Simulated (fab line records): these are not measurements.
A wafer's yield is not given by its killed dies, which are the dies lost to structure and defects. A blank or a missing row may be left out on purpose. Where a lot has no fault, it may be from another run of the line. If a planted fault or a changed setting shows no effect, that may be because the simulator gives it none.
What tool caused it? ; flow gf180mcu ; 12 lots, 35 wafers sampled, at 1 step of a route of 602

WHAT EACH GAUGE READ, for each wafer
GF_V4_CD_MEAS_14: the cd target is 260 nm. Usual: cd_nm at 260.0 nm, with a standard deviation of 1.2.
lot;measured;on;cd_nm (nm);flag
L362;day 25 04:09;cd_sem-01;260.0 259.3 259.4;
L363;day 25 18:31;cd_sem-02;259.8 259.7 260.0;
L364;day 25 19:32;cd_sem-02;258.4 257.6 259.1;
L365;day 26 08:53;cd_sem-01;257.7 258.1 258.8;
L366;day 26 19:10;cd_sem-02;259.4 260.3 259.6;
L368;day 27 01:37;cd_sem-02;261.7 260.6 261.2;
L373;day 28 19:14;cd_sem-02;259.5 260.2;
L380;day 30 11:53;cd_sem-01;260.7 261.8 260.2;
L381;day 30 17:19;cd_sem-02;260.2 260.3 260.5;
L382;day 31 02:18;cd_sem-02;261.9 261.7 261.2;
L383;day 31 04:48;cd_sem-02;259.0 259.2 260.6;
L384;day 31 10:04;cd_sem-02;258.6 258.3 259.3;

WHICH TOOL RAN EACH LOT (tool, then ch and the chambers of the sampled wafers, then the start)
Before these readings, the record contains no process step.

AS READ BY THE TOOLS THEMSELVES (means over the sampled wafers that have a number; for cases with no such wafer, the mark the record gives instead)
The record holds no such reading with a usual standard deviation.

THE ANSWER, worked out from the rows above alone
Rule: lot off if the mean of its wafers having a number is beyond 3 standard deviations from the usual mean. Also off: a lot with no number at a reading for which 4 or more lots have one. All remaining lots with rows at the step are treated as sound. First the gauges in route order, then the tools' own readings, where a lot's mean is used as printed above. At the first step where some lot is off, the reading lying furthest off is the one used; lots without a number count as furthest.
Nothing can be told from this: no lot is off at any reading shown.

WHAT HAD BEEN PUT IN BY THE SIMULATOR
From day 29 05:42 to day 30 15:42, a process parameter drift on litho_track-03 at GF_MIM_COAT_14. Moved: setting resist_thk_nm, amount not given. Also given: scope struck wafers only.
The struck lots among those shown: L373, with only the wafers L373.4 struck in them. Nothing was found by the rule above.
